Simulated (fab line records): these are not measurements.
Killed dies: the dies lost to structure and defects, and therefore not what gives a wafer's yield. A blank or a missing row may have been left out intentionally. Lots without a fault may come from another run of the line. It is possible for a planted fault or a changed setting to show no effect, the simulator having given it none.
fab line records ; flow gf180mcu
[record] lots = 14; wafers = 42; lastDay = 34
route steps=602 shown STI@23 LVPWELL@62 POLY_GATE@168 SALICIDE@286
lots that met no fault: taken from a fault-free run of the same line
startH: hours from the record's first day to the start of the lot's first wafer shown ; waitH: hours elapsed since this lot's preceding step ; " repeats the value in the row above ; L1.1+2: one row covering several wafers at once ; - no value, or no start was given ; * or withheld: withheld ; < > ~ a bound
route shown NAME@n: names a module that has steps shown in the file, with the first one's number in the route ; usual: mean/standard deviation taken from wafers without a fault ; same: alike in all rows ; chamber/n: place in a boat ; sites: per-site readings ; _std_site: how widely they spread, as a standard deviation ; _edge_site: mean of outer sites minus mean of inner sites ; radiusMm: how far each site lies from the wafer's centre ; mask NAME#n: copy n ; behind: tool/chamber where the wafer was last shaped ; hold: cause of the lot's hold/its duration in hours/its outcome ; device: the transistor (n, p or np) that didn't switch ; end of line: tests run on the same wafers once the route is complete ; a step with no rows: only its recipe ; killed: count of dies lost to structure and defects at first sort (not the wafer's yield) ; map: a wafer's dies, x killed, . not, _ none there
set.NAME: the setting the step ran with; set.NAME@STEP: the setting that earlier step ran with ; model.NAME: the simulator's own value behind a step, which no gauge read
a sample of lots followed through the steps of the route, with each step as a table and each wafer as a row
services: a tool's chamber out of use, with start hour (startH, from the record's first day; less than 0 if before it), hours out, and reason
[[steps]]
[step GF_STI_THK_MEAS_22]
[recipe] reads = SiO2_of_STI_OXIDATION_21
[usual] STI_OXIDATION_01_THK = 15.08/0.28
lot.wafer;tool;chamber;startH;waitH;STI_OXIDATION_01_THK[nm]
L348.3;filmMetro-01;-;29.23;0.0;14.84
L348.5;filmMetro-01;-;29.23;0.0;15.09
L348.6;filmMetro-01;-;29.23;0.0;15.00
L349.3;filmMetro-01;-;32.72;0.0;14.79
L349.4;filmMetro-01;-;32.72;0.0;14.51
L349.5;filmMetro-01;-;32.72;0.0;14.73
L350.1;filmMetro-01;-;42.41;0.0;14.99
L350.5;filmMetro-01;-;42.41;0.0;14.86
L350.6;filmMetro-01;-;42.41;0.0;14.93
L351.1;filmMetro-03;-;44.60;0.0;14.87
L351.5;filmMetro-03;-;44.60;0.0;15.01
L351.6;filmMetro-03;-;44.60;0.0;14.82
L355.1;filmMetro-03;-;63.03;0.0;15.43
L355.4;filmMetro-03;-;63.03;0.0;15.64
L355.6;filmMetro-03;-;63.03;0.0;15.50
L356.4;filmMetro-04;-;68.90;0.0;15.33
L356.5;filmMetro-04;-;68.90;0.0;15.02
L356.6;filmMetro-04;-;68.90;0.0;15.15
L357.1;filmMetro-04;-;74.81;0.0;15.26
L357.2;filmMetro-04;-;74.81;0.0;15.21
L357.5;filmMetro-04;-;74.81;0.0;15.29
L359.1;filmMetro-04;-;83.81;0.0;14.53
L359.4;filmMetro-04;-;83.81;0.0;14.78
L359.6;filmMetro-04;-;83.81;0.0;14.52
L360.3;filmMetro-01;-;90.25;0.0;15.02
L360.5;filmMetro-01;-;90.25;0.0;14.93
L360.6;filmMetro-01;-;90.25;0.0;15.24
L361.1;filmMetro-01;-;93.85;0.0;14.94
L361.3;filmMetro-01;-;93.85;0.0;14.80
L361.4;filmMetro-01;-;93.85;0.0;15.00
L362.1;filmMetro-04;-;100.35;0.0;14.77
L362.2;filmMetro-04;-;100.35;0.0;15.56
L362.3;filmMetro-04;-;100.35;0.0;15.05
L368.3;filmMetro-03;-;130.54;0.0;15.17
L368.4;filmMetro-03;-;130.54;0.0;15.02
L368.6;filmMetro-03;-;130.54;0.0;15.47
L369.3;filmMetro-04;-;136.02;0.0;15.21
L369.4;filmMetro-04;-;136.02;0.0;15.30
L369.5;filmMetro-04;-;136.02;0.0;15.16
L371.2;filmMetro-04;-;145.96;0.0;15.33
L371.4;filmMetro-04;-;145.96;0.0;15.40
L371.6;filmMetro-04;-;145.96;0.0;15.28
[step GF_LVPWELL_IMPLANT_08]
[recipe] species = B; energyKev = 170; doseCm2 = 1.5e+13; tiltDeg = 0
[usual] beamEnergyKeV = 170.00/0.053
lot.wafer;tool;chamber;startH;waitH;beamEnergyKeV
L348.3;implanter-02;0;70.83;0.1;170.03
L348.5;implanter-02;0;70.83;0.1;170.03
L348.6;implanter-02;0;70.83;0.1;169.88
L349.3;implanter-02;0;74.03;0.1;169.93
L349.4;implanter-02;0;74.03;0.1;169.98
L349.5;implanter-02;0;74.03;0.1;170.09
L350.1;implanter-01;0;85.03;0.0;169.97
L350.5;implanter-01;0;85.03;0.0;170.07
L350.6;implanter-01;0;85.03;0.0;170.04
L351.1;implanter-01;0;87.28;0.0;170.04
L351.5;implanter-01;0;87.28;0.0;169.91
L351.6;implanter-01;0;87.28;0.0;170.09
L355.1;implanter-02;0;106.33;0.0;170.03
L355.4;implanter-02;0;106.33;0.0;170.02
L355.6;implanter-02;0;106.33;0.0;169.98
L356.4;implanter-01;0;115.41;0.1;170.04
L356.5;implanter-01;0;115.41;0.1;170.01
L356.6;implanter-01;0;115.41;0.1;170.00
L357.1;implanter-01;0;119.28;0.0;169.90
L357.2;implanter-01;0;119.28;0.0;169.90
L357.5;implanter-01;0;119.28;0.0;169.96
L359.1;implanter-03;0;131.28;0.0;170.07
L359.4;implanter-03;0;131.28;0.0;170.05
L359.6;implanter-03;0;131.28;0.0;169.98
L360.3;implanter-01;0;137.48;0.1;146.12
L360.5;implanter-01;0;137.48;0.1;146.08
L360.6;implanter-01;0;137.48;0.1;146.15
L361.1;implanter-01;0;142.18;0.0;146.06
L361.3;implanter-01;0;142.18;0.0;146.09
L361.4;implanter-01;0;142.18;0.0;146.04
L362.1;implanter-01;0;149.33;0.0;146.09
L362.2;implanter-01;0;149.33;0.0;146.07
L362.3;implanter-01;0;149.33;0.0;146.15
L368.3;implanter-02;0;181.12;0.1;169.96
L368.4;implanter-02;0;181.12;0.1;169.96
L368.6;implanter-02;0;181.12;0.1;169.98
L369.3;implanter-03;0;188.43;0.1;170.07
L369.4;implanter-03;0;188.43;0.1;170.06
L369.5;implanter-03;0;188.43;0.1;170.06
L371.2;implanter-02;0;198.54;0.0;169.99
L371.4;implanter-02;0;198.54;0.0;169.90
L371.6;implanter-02;0;198.54;0.0;169.97
[step GF_VT_IMPLANT_RS_MEAS_48]
[recipe] thkMeasGauge = four-point-probe
[usual] LVPWELL_RS = 1197/3.1
lot.wafer;tool;chamber;startH;waitH;LVPWELL_RS[ohm/sq]
L348.3;filmMetro-01;-;159.48;0.1;1198
L348.5;filmMetro-01;-;159.48;0.1;1203
L348.6;filmMetro-01;-;159.48;0.1;1197
L349.3;filmMetro-04;-;164.93;0.1;1198
L349.4;filmMetro-04;-;164.93;0.1;1196
L349.5;filmMetro-04;-;164.93;0.1;1198
L350.1;filmMetro-01;-;176.25;0.1;1193
L350.5;filmMetro-01;-;176.25;0.1;1194
L350.6;filmMetro-01;-;176.25;0.1;1194
L351.1;filmMetro-04;-;181.33;0.1;1199
L351.5;filmMetro-04;-;181.33;0.1;1194
L351.6;filmMetro-04;-;181.33;0.1;1197
L355.1;filmMetro-04;-;202.52;0.1;1201
L355.4;filmMetro-04;-;202.52;0.1;1202
L355.6;filmMetro-04;-;202.52;0.1;1204
L356.4;filmMetro-01;-;213.73;0.1;1191
L356.5;filmMetro-01;-;213.73;0.1;1194
L356.6;filmMetro-01;-;213.73;0.1;1192
L357.1;filmMetro-02;-;218.57;0.1;1199
L357.2;filmMetro-02;-;218.57;0.1;1200
L357.5;filmMetro-02;-;218.57;0.1;1200
L359.1;filmMetro-02;-;232.49;0.1;1201
L359.4;filmMetro-02;-;232.49;0.1;1201
L359.6;filmMetro-02;-;232.49;0.1;1201
L360.3;filmMetro-02;-;240.82;0.1;1231
L360.5;filmMetro-02;-;240.82;0.1;1229
L360.6;filmMetro-02;-;240.82;0.1;1229
L361.1;filmMetro-04;-;246.28;0.1;1232
L361.3;filmMetro-04;-;246.28;0.1;1232
L361.4;filmMetro-04;-;246.28;0.1;1236
L362.1;filmMetro-04;-;254.54;0.1;1236
L362.2;filmMetro-04;-;254.54;0.1;1233
L362.3;filmMetro-04;-;254.54;0.1;1235
L368.3;filmMetro-02;-;294.03;0.1;1194
L368.4;filmMetro-02;-;294.03;0.1;1196
L368.6;filmMetro-02;-;294.03;0.1;1197
L369.3;filmMetro-02;-;301.08;0.1;1200
L369.4;filmMetro-02;-;301.08;0.1;1195
L369.5;filmMetro-02;-;301.08;0.1;1197
L371.2;filmMetro-01;-;313.45;0.1;1200
L371.4;filmMetro-01;-;313.45;0.1;1193
L371.6;filmMetro-01;-;313.45;0.1;1199
[step GF_POLY_GATE_OVL_MEAS_11]
[usual] POLY_GATE_OVL = -3/4.3
lot.wafer;tool;chamber;startH;waitH;POLY_GATE_OVL[nm]
L348.3;overlay-02;-;198.78;0.1;0
L348.5;overlay-02;-;198.78;0.1;3
L348.6;overlay-02;-;198.78;0.1;-5
L349.3;overlay-02;-;204.13;0.1;2
L349.4;overlay-02;-;204.13;0.1;1
L349.5;overlay-02;-;204.13;0.1;2
L350.1;overlay-02;-;214.17;0.1;1
L350.5;overlay-02;-;214.17;0.1;0
L350.6;overlay-02;-;214.17;0.1;-4
L351.1;overlay-02;-;220.37;0.1;-2
L351.5;overlay-02;-;220.37;0.1;-5
L351.6;overlay-02;-;220.37;0.1;-9
L355.1;overlay-01;-;243.91;0.1;0
L355.4;overlay-01;-;243.91;0.1;5
L355.6;overlay-01;-;243.91;0.1;-1
L356.4;overlay-01;-;255.33;0.1;0
L356.5;overlay-01;-;255.33;0.1;-6
L356.6;overlay-01;-;255.33;0.1;-7
L357.1;overlay-02;-;259.37;0.1;-11
L357.2;overlay-02;-;259.37;0.1;-3
L357.5;overlay-02;-;259.37;0.1;-6
L359.1;overlay-01;-;275.11;0.1;-3
L359.4;overlay-01;-;275.11;0.1;0
L359.6;overlay-01;-;275.11;0.1;6
L360.3;overlay-01;-;286.53;0.1;-4
L360.5;overlay-01;-;286.53;0.1;-5
L360.6;overlay-01;-;286.53;0.1;2
L361.1;overlay-01;-;290.51;0.1;4
L361.3;overlay-01;-;290.51;0.1;3
L361.4;overlay-01;-;290.51;0.1;-3
L362.1;overlay-01;-;299.51;0.1;0
L362.2;overlay-01;-;299.51;0.1;-1
L362.3;overlay-01;-;299.51;0.1;-2
L368.3;overlay-01;-;341.23;0.1;-4
L368.4;overlay-01;-;341.23;0.1;-2
L368.6;overlay-01;-;341.23;0.1;-2
L369.3;overlay-01;-;351.53;0.1;-3
L369.4;overlay-01;-;351.53;0.1;-8
L369.5;overlay-01;-;351.53;0.1;-7
L371.2;overlay-02;-;365.22;0.1;0
L371.4;overlay-02;-;365.22;0.1;-3
L371.6;overlay-02;-;365.22;0.1;-5
[step GF_SALICIDE_RTA_08]
[recipe] tempC = 800; timeS = 30; ambient = N2
[usual] lampPowerPct = 17.33/0.1; wafer_temp_C_max = 802.7/0.6
[same] timeS = 30
lot.wafer;tool;chamber;startH;waitH;lampPowerPct;wafer_temp_C_max
L348.3;rtpAnneal-01;0;341.75;0.0;17.46;801.6
L348.5;rtpAnneal-01;0;341.75;0.0;17.47;802.1
L348.6;rtpAnneal-01;0;341.75;0.0;17.44;802.1
L349.3;rtpAnneal-02;0;352.01;0.0;17.24;802.6
L349.4;rtpAnneal-02;0;352.01;0.0;17.28;803.7
L349.5;rtpAnneal-02;0;352.01;0.0;17.25;802.8
L350.1;rtpAnneal-02;0;360.97;0.0;17.22;803.6
L350.5;rtpAnneal-02;0;360.97;0.0;17.24;802.4
L350.6;rtpAnneal-02;0;360.97;0.0;17.23;802.4
L351.1;rtpAnneal-01;0;365.77;0.0;17.46;802.6
L351.5;rtpAnneal-01;0;365.77;0.0;17.47;802.5
L351.6;rtpAnneal-01;0;365.77;0.0;17.45;802.6
L355.1;rtpAnneal-02;0;395.92;0.0;17.23;802.7
L355.4;rtpAnneal-02;0;395.92;0.0;17.26;802.9
L355.6;rtpAnneal-02;0;395.92;0.0;17.24;801.9
L356.4;rtpAnneal-02;0;409.01;0.1;17.24;803.0
L356.5;rtpAnneal-02;0;409.01;0.1;17.23;801.7
L356.6;rtpAnneal-02;0;409.01;0.1;17.26;802.3
L357.1;rtpAnneal-02;0;415.68;0.0;17.24;802.9
L357.2;rtpAnneal-02;0;415.68;0.0;17.26;803.3
L357.5;rtpAnneal-02;0;415.68;0.0;17.25;802.9
L359.1;rtpAnneal-02;0;434.76;0.0;17.25;802.7
L359.4;rtpAnneal-02;0;434.76;0.0;17.23;802.5
L359.6;rtpAnneal-02;0;434.76;0.0;17.23;803.1
L360.3;rtpAnneal-01;0;449.64;0.0;17.45;802.7
L360.5;rtpAnneal-01;0;449.64;0.0;17.46;802.1
L360.6;rtpAnneal-01;0;449.64;0.0;17.45;803.2
L361.1;rtpAnneal-01;0;455.21;0.0;17.46;801.7
L361.3;rtpAnneal-01;0;455.21;0.0;17.45;803.0
L361.4;rtpAnneal-01;0;455.21;0.0;17.46;802.5
L362.1;rtpAnneal-02;0;462.17;0.0;17.26;803.6
L362.2;rtpAnneal-02;0;462.17;0.0;17.22;802.3
L362.3;rtpAnneal-02;0;462.17;0.0;17.25;802.2
L368.3;rtpAnneal-02;0;513.15;0.0;17.25;802.8
L368.4;rtpAnneal-02;0;513.15;0.0;17.23;803.5
L368.6;rtpAnneal-02;0;513.15;0.0;17.23;803.8
L369.3;rtpAnneal-01;0;523.50;0.0;17.44;802.1
L369.4;rtpAnneal-01;0;523.50;0.0;17.47;802.1
L369.5;rtpAnneal-01;0;523.50;0.0;17.47;801.2
L371.2;rtpAnneal-01;0;535.28;0.0;17.46;802.1
L371.4;rtpAnneal-01;0;535.28;0.0;17.48;803.2
L371.6;rtpAnneal-01;0;535.28;0.0;17.45;803.3
[[services]]
tool;chamber;startH;hours;kind
implanter-02;-;87.04;2.4;repair
implanter-01;-;96.94;6.8;pm
implanter-03;-;109.45;3.8;repair
implanter-03;-;110.64;6.1;repair
implanter-02;-;174.96;2.4;repair
rtpAnneal-02;-;181.01;1.3;pm
implanter-01;-;205.65;20.5;pm
implanter-03;-;254.49;8.1;repair
implanter-03;-;296.43;0.9;repair
implanter-03;-;312.77;5.7;repair
rtpAnneal-02;-;337.94;4.7;pm
rtpAnneal-01;-;351.81;3.7;pm
implanter-02;-;359.89;2.7;repair
implanter-03;-;367.75;8.0;repair
implanter-02;-;396.35;3.7;repair
implanter-02;-;436.16;4.3;pm
implanter-03;-;455.56;4.9;pm
[[key]]
[firstSign] step = GF_LVPWELL_IMPLANT_08; reading = beamEnergyKeV; direction = down; sigmas = 99+; usual = 170.00; struck = 146.10
[effect] step = GF_VT_IMPLANT_RS_MEAS_48; reading = LVPWELL_RS; direction = up; sigmas = 11; usual = 1197; struck = 1232
metAt GF_LVPWELL_IMPLANT_08
struckLots L360,L361,L362
testerLeftOut L360,L361,L362
notActingAt GF_STI_THK_MEAS_22,GF_POLY_GATE_OVL_MEAS_11,GF_SALICIDE_RTA_08
onsetBetween 119.28 137.48
[fault] kind = processParameterDrift; tool = implanter-01; chamber = -; onsetH = 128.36; steps = GF_LVPWELL_IMPLANT_08; channel = energyKev; offset = -23.906; shape = step; endH = 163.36; actsIn = theseRecipesOnly; stated = 170
// testerLeftOut: of these lots the tester's yield and bins aren't shown, on N5 and GAA mostly nor the transistor test; their killed dies are dies lost to structure and defects alone, not to doping, threshold or leakage, so they don't give the yield
